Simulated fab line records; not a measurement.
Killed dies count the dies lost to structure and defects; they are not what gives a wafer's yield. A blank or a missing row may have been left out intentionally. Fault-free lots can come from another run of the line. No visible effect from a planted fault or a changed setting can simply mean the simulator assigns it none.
Which tool did it? | flow sfq line | 7 lots with 21 wafers sampled at 5 steps, on a route of 325 steps

## WHAT THE GAUGES SHOWED, per wafer
SFQ_R5_RS_MEAS_933: measurement is done with a four-point probe.
lot  | measured     | on            | R5_MONX_RS (ohm/sq)
L614 | day 59 05:55 | film metro-03 | 7.03 7.05 7.00
L616 | day 60 13:21 | film metro-04 | 7.24 7.08 7.16
L618 | day 61 21:42 | film metro-03 | 7.11 6.93 7.12
L626 | day 64 12:07 | film metro-03 | 6.93 6.02 6.04
L630 | day 64 22:10 | film metro-04 | 7.14 7.15 7.02
L633 | day 65 03:35 | film metro-04 | 6.92 6.98 7.00
L636 | day 65 11:54 | film metro-02 | 6.90 6.96 6.93

## EACH LOT AND THE TOOL THAT RAN IT (in order: tool; ch and the chambers of the sampled wafers; start)
lot  | SFQ_TRILAYER_M4_ETCH_METAL_ETCH_096 | SFQ_TRILAYER_I4_VIA_BARC_OPEN_VIA_ETCH_146 | SFQ_TRILAYER_I4_VIA_ETCH_VIA_ETCH_106 | SFQ_TRILAYER_R5_DEP_SPUTTER_133
L614 | rie metal-01 ch 0,1, day 41 22:01   | rie diel-04 ch 0,1,2, day 48 09:34         | rie diel-04 ch 0,1,2, day 48 09:36    | pvd sputter-03, day 59 05:50
L616 | rie metal-03 ch 0,1, day 43 16:02   | rie diel-03 ch 0,1,3, day 50 05:58         | rie diel-03 ch 0,1,3, day 50 06:00    | pvd sputter-03, day 60 13:17
L618 | rie metal-01 ch 0,1, day 44 21:04   | rie diel-02 ch 0,2,3, day 51 08:22         | rie diel-02 ch 0,2,3, day 51 08:24    | pvd sputter-03, day 61 21:38
L626 | rie metal-04 ch 0,1, day 53 19:55   | rie diel-03 ch 0,3, day 54 22:15           | rie diel-03 ch 0,3, day 54 22:17      | pvd sputter-05, day 64 12:02
L630 | rie metal-03 ch 0,1, day 54 00:45   | rie diel-04 ch 0,1,2, day 55 06:12         | rie diel-04 ch 0,1,2, day 55 06:14    | pvd sputter-03, day 64 22:02
L633 | rie metal-01 ch 0,1, day 54 04:19   | rie diel-04 ch 0,2,3, day 55 09:48         | rie diel-04 ch 0,2,3, day 55 09:50    | pvd sputter-03, day 65 03:29
L636 | rie metal-04 ch 0,1, day 54 07:55   | rie diel-04 ch 0,2,3, day 55 13:24         | rie diel-04 ch 0,2,3, day 55 13:26    | pvd sputter-04, day 65 11:50
- SFQ_TRILAYER_M4_ETCH_METAL_ETCH_096: etches Nb in Cl2/Ar, stops on SiO2, target depth 240 nm, time 120 s.
- SFQ_TRILAYER_I4_VIA_BARC_OPEN_VIA_ETCH_146: etches BARC in O2, target depth 125 nm, time 41.7 s.
- SFQ_TRILAYER_I4_VIA_ETCH_VIA_ETCH_106: etches SiO2 in CHF3, stops on Nb, target depth 260 nm.
- SFQ_TRILAYER_R5_DEP_SPUTTER_133: material MoNx, target thk 40 nm, time 66.7 s.

## THE ANSWER, worked out from the rows above alone
Rule: what is usual is taken from the lots themselves. Put in order of their means at a reading, lots are off if they are a third of the lots or fewer, leave a main group of 4 or more, and stand apart from it by a gap of 3 or more times the standard deviation of the main group's means; of several such gaps the widest counts. If all means in a main group match to the digits the tables above print for the reading, that group is not used. A lot without any number at a reading at which 4 lots or more have one is off too. Where the step has rows for the other lots, those lots are counted as sound.
Off: at SFQ_R5_RS_MEAS_933 (R5_MONX_RS), L626. Mean 7.04 ohm/sq and standard deviation 0.078 in the main group.
A tool fits if, at a process step before that reading, it ran every lot that is off, and no sound lot after the first of them. The gauges at SFQ_R5_RS_MEAS_933 are tried like those tools. Can't be told from this: 3 tools fit, rie diel-03 at SFQ_TRILAYER_I4_VIA_BARC_OPEN_VIA_ETCH_146 and SFQ_TRILAYER_I4_VIA_ETCH_VIA_ETCH_106, pvd sputter-05 at SFQ_TRILAYER_R5_DEP_SPUTTER_133, film metro-03 at SFQ_R5_RS_MEAS_933.

## WHAT THE SIMULATOR PUT IN
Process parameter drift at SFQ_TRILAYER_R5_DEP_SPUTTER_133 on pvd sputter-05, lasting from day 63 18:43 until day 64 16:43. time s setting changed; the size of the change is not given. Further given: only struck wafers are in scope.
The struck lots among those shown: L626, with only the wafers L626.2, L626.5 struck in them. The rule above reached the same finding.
